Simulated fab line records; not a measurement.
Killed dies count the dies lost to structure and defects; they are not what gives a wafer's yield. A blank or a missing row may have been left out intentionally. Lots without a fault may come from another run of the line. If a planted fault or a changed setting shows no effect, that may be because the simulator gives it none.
fab line records	flow sky130
record: lots: 12	wafers: 36	lastDay: 50
route steps=708 shown VT_ADJUST_HVTP@92 GATE_OXIDE@188 METAL1@435
lots that met no fault: from a run of the same line without faults
startH: hours from the record's first day to the start of the lot's first wafer shown	waitH: hours since the lot's step before	" same as the row above	L1.1+2: several wafers, shown together as one row	- no value present, or no start provided	* or withheld: withheld	< > ~ a bound
route shown NAME@n: names a module that has steps shown in the file, with the first one's number in the route	usual: mean/standard deviation taken from wafers without a fault	same: alike in all rows	chamber/n: place in a boat	sites: readings site by site	_std_site: standard deviation of those values	_edge_site: inner sites' mean taken away from outer sites' mean	radiusMm: how far each site lies from the wafer's centre	mask NAME#n: copy n	behind: the tool/chamber that last shaped the wafer	hold: what put the lot on hold/how long, in hours/how the hold closed	device: transistor that didn't switch, given as n, p or np	end of line: tests run on the same wafers once the route is complete	step lacking rows: just its recipe	killed: count of dies lost to structure and defects at first sort (not the wafer's yield)	map: the dies of a wafer, with x for killed, . for not killed, _ for no die there
set.NAME: the setting that was run; set.NAME@STEP: the one run at that earlier step	model.NAME: the simulator's own value behind a step, which no gauge read
the route's steps for a sample of lots (tables are steps, rows are wafers)
services: when a tool's chamber went out of use (startH, in hours from the record's first day, below 0 if earlier), for how many hours, and the reason
== steps ==
step: SKY_VT_ADJUST_HVTP_CD_MEAS_07
recipe: targetCdNm: 380
usual: cdNm: 379.9/2.1
lot.wafer	tool	chamber	startH	waitH	cdNm
L675.1	cdSem-01	-	130.80	0.1	380.1
L675.4	"	-	"	"	378.5
L675.5	"	-	"	"	380.5
L676.4	cdSem-02	-	134.47	0.1	385.2
L676.5	"	-	"	"	379.9
L676.6	"	-	"	"	380.0
L678.3	cdSem-01	-	147.44	0.1	380.2
L678.5	"	-	"	"	378.7
L678.6	"	-	"	"	378.2
L679.1	cdSem-01	-	156.07	0.1	378.8
L679.3	"	-	"	"	378.3
L679.4	"	-	"	"	378.7
L680.1	cdSem-02	-	163.52	0.1	379.5
L680.2	"	-	"	"	382.0
L680.4	"	-	"	"	380.7
L681.3	cdSem-02	-	172.16	0.1	384.6
L681.5	"	-	"	"	385.5
L681.6	"	-	"	"	385.3
L682.1	cdSem-01	-	172.42	0.1	384.3
L682.3	"	-	"	"	382.2
L682.5	"	-	"	"	382.7
L684.2	cdSem-01	-	187.49	0.1	379.5
L684.3	"	-	"	"	376.9
L684.4	"	-	"	"	380.5
L685.2	cdSem-02	-	191.17	0.1	379.6
L685.3	"	-	"	"	379.5
L685.5	"	-	"	"	378.9
L694.2	cdSem-02	-	247.94	0.1	382.6
L694.4	"	-	"	"	380.8
L694.5	"	-	"	"	380.2
L695.2	cdSem-01	-	254.29	0.1	380.8
L695.3	"	-	"	"	381.1
L695.4	"	-	"	"	379.5
L697.2	cdSem-02	-	268.08	0.1	377.5
L697.4	"	-	"	"	379.4
L697.6	"	-	"	"	376.8
step: SKY_GATE_OXIDE_OXIDATION_01
recipe: tempC: 900	ambient: O2	stabiliseS: 600	purgeS: 300	targetThkA: 102.68	oxTimeS: 1473
usual: spikeTcBottomC: 915.8/1.9	spikeTcCentreC: 899.9/0.98	spikeTcLowerC: 900.8/1.1	spikeTcTopC: 910.7/1.4	spikeTcUpperC: 898.6/1.2	zonePowerBottomPct: 29.6/0.35
lot.wafer	tool	chamber	startH	waitH	spikeTcBottomC	spikeTcCentreC	spikeTcLowerC	spikeTcTopC	spikeTcUpperC	zonePowerBottomPct
L675.1	furnace-02	0	292.89	0.0	913.5	900.7	901.2	913.1	899.9	30.2
L675.4	"	0	"	"	913.3	898.2	899.5	912.1	896.3	29.6
L675.5	"	0	"	"	913.2	901.1	901.1	913.4	899.3	29.6
L676.4	furnace-02	0	298.47	0.0	913.7	897.9	898.1	912.3	899.8	29.9
L676.5	"	0	"	"	915.5	899.5	899.8	912.4	897.1	30.0
L676.6	"	0	"	"	914.9	897.8	898.8	911.2	896.8	30.3
L678.3	furnace-02	0	315.45	1.3	912.7	898.4	900.0	913.6	899.3	29.3
L678.5	"	0	"	"	914.7	899.6	901.9	910.0	897.8	29.9
L678.6	"	0	"	"	914.4	898.5	901.1	913.0	899.3	29.8
L679.1	furnace-01	0	324.75	0.0	915.5	902.0	900.6	911.0	898.6	29.3
L679.3	"	0	"	"	917.6	899.7	900.4	908.5	898.7	29.6
L679.4	"	0	"	"	915.5	899.5	899.8	909.7	897.8	29.3
L680.1	furnace-02	0	337.05	3.3	914.2	899.6	899.2	912.2	897.5	30.1
L680.2	"	0	"	"	914.2	899.2	900.7	913.9	898.1	30.0
L680.4	"	0	"	"	915.4	899.0	898.9	912.1	897.7	30.0
L681.3	furnace-01	0	346.37	1.5	919.0	900.9	900.7	907.3	899.0	29.3
L681.5	"	0	"	"	917.8	899.5	902.1	909.8	901.1	29.7
L681.6	"	0	"	"	915.7	899.4	902.2	908.5	899.5	29.6
L682.1	furnace-01	0	349.27	2.9	918.2	899.0	900.4	909.5	900.4	29.2
L682.3	"	0	"	"	918.1	900.5	900.4	911.0	899.2	29.7
L682.5	"	0	"	"	916.4	899.2	900.2	909.2	900.5	29.2
L684.2	furnace-01	0	369.28	0.8	916.8	900.8	901.1	909.4	897.6	29.9
L684.3	"	0	"	"	918.0	900.4	902.8	910.2	899.1	29.6
L684.4	"	0	"	"	916.9	902.0	900.9	910.6	898.5	29.7
L685.2	furnace-01	0	372.23	0.0	916.7	900.8	900.6	911.1	898.8	29.6
L685.3	"	0	"	"	916.9	901.6	900.8	910.2	899.0	29.7
L685.5	"	0	"	"	918.0	898.8	900.2	907.6	898.2	29.6
L694.2	furnace-01	0	449.41	0.8	905.6	888.9	888.5	897.8	888.7	28.4
L694.4	"	0	"	"	904.9	889.9	887.4	897.8	887.2	28.6
L694.5	"	0	"	"	905.1	888.3	890.1	896.5	887.3	29.0
L695.2	furnace-01	0	455.22	0.0	902.6	888.2	889.4	900.0	885.8	28.6
L695.3	"	0	"	"	905.3	887.6	889.5	897.0	886.6	28.6
L695.4	"	0	"	"	905.3	887.5	889.4	896.5	885.6	29.0
L697.2	furnace-02	0	472.68	1.1	913.9	898.1	902.1	911.7	898.4	29.4
L697.4	"	0	"	"	914.0	898.2	900.5	909.8	897.2	29.3
L697.6	"	0	"	"	913.8	899.4	900.8	910.0	898.9	29.6
step: SKY_GATE_OXIDE_THK_MEAS_02
recipe: reads: SiO2_of_GATE_OXIDE_OXIDATION_01
usual: GATE_OXIDE_OXIDATION_00_THK: 10.32/0.2
lot.wafer	tool	chamber	startH	waitH	GATE_OXIDE_OXIDATION_00_THK[nm]
L675.1	filmMetro-03	-	294.30	0.0	10.09
L675.4	"	-	"	"	9.88
L675.5	"	-	"	"	9.94
L676.4	filmMetro-02	-	299.91	0.0	9.95
L676.5	"	-	"	"	10.08
L676.6	"	-	"	"	9.99
L678.3	filmMetro-02	-	316.88	0.0	9.93
L678.5	"	-	"	"	10.05
L678.6	"	-	"	"	10.17
L679.1	filmMetro-02	-	326.16	0.0	10.21
L679.3	"	-	"	"	10.21
L679.4	"	-	"	"	10.34
L680.1	filmMetro-02	-	338.46	0.0	10.27
L680.2	"	-	"	"	10.38
L680.4	"	-	"	"	10.24
L681.3	filmMetro-04	-	347.79	0.0	10.38
L681.5	"	-	"	"	10.25
L681.6	"	-	"	"	10.34
L682.1	filmMetro-02	-	350.68	0.0	10.36
L682.3	"	-	"	"	10.17
L682.5	"	-	"	"	10.35
L684.2	filmMetro-02	-	370.69	0.0	10.61
L684.3	"	-	"	"	10.39
L684.4	"	-	"	"	10.56
L685.2	filmMetro-03	-	373.65	0.0	10.14
L685.3	"	-	"	"	10.04
L685.5	"	-	"	"	10.19
L694.2	filmMetro-02	-	450.83	0.0	8.97
L694.4	"	-	"	"	8.96
L694.5	"	-	"	"	9.08
L695.2	filmMetro-03	-	456.63	0.0	9.33
L695.3	"	-	"	"	9.20
L695.4	"	-	"	"	9.09
L697.2	filmMetro-03	-	474.10	0.0	10.57
L697.4	"	-	"	"	10.38
L697.6	"	-	"	"	10.28
step: SKY_METAL1_SPUTTER_01
recipe: material: TiN	targetThkNm: 20	powerW: 6500	timeS: 16.7	chamberPressurePa: 0.4
usual: throttleValvePct: 29.6/0.8
lot.wafer	tool	chamber	startH	waitH	throttleValvePct
L675.1	pvdSputter-04	-	747.82	0.0	29.7
L675.4	"	-	"	"	30.1
L675.5	"	-	"	"	28.7
L676.4	pvdSputter-03	-	752.17	0.0	28.4
L676.5	"	-	"	"	28.8
L676.6	"	-	"	"	28.7
L678.3	pvdSputter-03	-	770.86	0.0	30.7
L678.5	"	-	"	"	28.7
L678.6	"	-	"	"	30.6
L679.1	pvdSputter-01	-	780.27	0.0	30.4
L679.3	"	-	"	"	29.4
L679.4	"	-	"	"	29.2
L680.1	pvdSputter-01	-	790.79	0.0	29.1
L680.2	"	-	"	"	30.2
L680.4	"	-	"	"	30.1
L681.3	pvdSputter-04	-	798.85	0.0	29.8
L681.5	"	-	"	"	29.6
L681.6	"	-	"	"	29.2
L682.1	pvdSputter-04	-	800.75	0.0	29.8
L682.3	"	-	"	"	29.4
L682.5	"	-	"	"	29.3
L684.2	pvdSputter-03	-	824.44	0.0	30.7
L684.3	"	-	"	"	28.6
L684.4	"	-	"	"	30.8
L685.2	pvdSputter-03	-	826.59	0.0	30.6
L685.3	"	-	"	"	28.8
L685.5	"	-	"	"	28.7
L694.2	pvdSputter-03	-	888.14	0.0	30.7
L694.4	"	-	"	"	28.8
L694.5	"	-	"	"	28.8
L695.2	pvdSputter-03	-	897.11	0.0	28.6
L695.3	"	-	"	"	30.6
L695.4	"	-	"	"	28.6
L697.2	pvdSputter-04	-	913.41	0.0	28.7
L697.4	"	-	"	"	29.3
L697.6	"	-	"	"	29.8
step: SKY_METAL1_SPUTTER_04
recipe: material: TiN	targetThkNm: 70	powerW: 6500	timeS: 58.3	chamberPressurePa: 0.4
usual: throttleValvePct: 29.5/0.84
lot.wafer	tool	chamber	startH	waitH	throttleValvePct
L675.1	pvdSputter-04	-	747.89	0.0	29.6
L675.4	"	-	"	"	29.9
L675.5	"	-	"	"	28.8
L676.4	pvdSputter-03	-	752.24	0.0	28.4
L676.5	"	-	"	"	28.6
L676.6	"	-	"	"	28.7
L678.3	pvdSputter-03	-	770.93	0.0	30.7
L678.5	"	-	"	"	28.6
L678.6	"	-	"	"	30.7
L679.1	pvdSputter-01	-	780.33	0.0	30.5
L679.3	"	-	"	"	29.2
L679.4	"	-	"	"	29.6
L680.1	pvdSputter-01	-	790.85	0.0	29.2
L680.2	"	-	"	"	30.5
L680.4	"	-	"	"	30.1
L681.3	pvdSputter-04	-	798.92	0.0	29.9
L681.5	"	-	"	"	29.4
L681.6	"	-	"	"	29.3
L682.1	pvdSputter-04	-	800.82	0.0	29.9
L682.3	"	-	"	"	29.3
L682.5	"	-	"	"	29.6
L684.2	pvdSputter-03	-	824.51	0.0	30.6
L684.3	"	-	"	"	28.5
L684.4	"	-	"	"	30.7
L685.2	pvdSputter-03	-	826.66	0.0	30.7
L685.3	"	-	"	"	28.6
L685.5	"	-	"	"	28.7
L694.2	pvdSputter-03	-	888.21	0.0	30.8
L694.4	"	-	"	"	29.0
L694.5	"	-	"	"	28.7
L695.2	pvdSputter-03	-	897.18	0.0	28.8
L695.3	"	-	"	"	30.8
L695.4	"	-	"	"	28.6
L697.2	pvdSputter-04	-	913.48	0.0	28.8
L697.4	"	-	"	"	29.3
L697.6	"	-	"	"	29.5
== services ==
tool	chamber	startH	hours	kind
furnace-01	-	329.06	11.4	pm
pvdSputter-03	-	337.45	2.6	repair
furnace-02	-	400.63	3.4	pm
pvdSputter-03	-	403.44	0.8	repair
furnace-01	-	415.41	2.9	pm
furnace-01	-	514.58	5.8	pm
furnace-02	-	526.32	4.3	pm
furnace-01	-	547.23	4.7	pm
pvdSputter-03	-	567.78	5.4	repair
furnace-02	-	568.53	17.2	pm
furnace-02	-	585.69	3.5	pm
pvdSputter-03	-	587.60	0.5	repair
pvdSputter-04	-	619.06	1.6	repair
pvdSputter-04	-	703.71	3.2	repair
furnace-01	-	715.23	3.0	pm
furnace-02	-	736.10	2.6	pm
pvdSputter-04	-	765.80	1.1	repair
furnace-01	-	797.76	3.9	pm
furnace-02	-	809.04	3.4	pm
pvdSputter-04	-	809.29	0.8	repair
pvdSputter-03	-	819.83	2.2	repair
furnace-01	-	883.23	3.0	pm
furnace-02	-	889.71	5.5	pm
furnace-02	-	904.10	3.4	pm
== key ==
firstSign: step: SKY_GATE_OXIDE_OXIDATION_01	reading: spikeTcCentreC	direction: down	sigmas: 12	usual: 899.9	struck: 888.4
effect: step: SKY_GATE_OXIDE_OXIDATION_01	reading: spikeTcLowerC	direction: down	sigmas: 11	usual: 900.8	struck: 889.1
effect: step: SKY_GATE_OXIDE_THK_MEAS_02	reading: GATE_OXIDE_OXIDATION_00_THK	direction: down	sigmas: 6.1	usual: 10.32	struck: 9.10
metAt SKY_GATE_OXIDE_OXIDATION_01
struckLots L694,L695
testerLeftOut L694,L695
notActingAt SKY_VT_ADJUST_HVTP_CD_MEAS_07,SKY_METAL1_SPUTTER_01,SKY_METAL1_SPUTTER_04
onsetBetween 372.23 449.41
fault: kind: processParameterDrift	tool: furnace-01	chamber: -	onsetH: 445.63	steps: SKY_GATE_OXIDE_OXIDATION_01	channel: tempC	offset: *	shape: step	endH: 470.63	actsIn: *	stated: *
testerLeftOut: of these lots the tester's yield and bins aren't shown, on N5 and GAA mostly nor the transistor test; their killed dies are dies lost to structure and defects alone, not to doping, threshold or leakage, so they don't give the yield
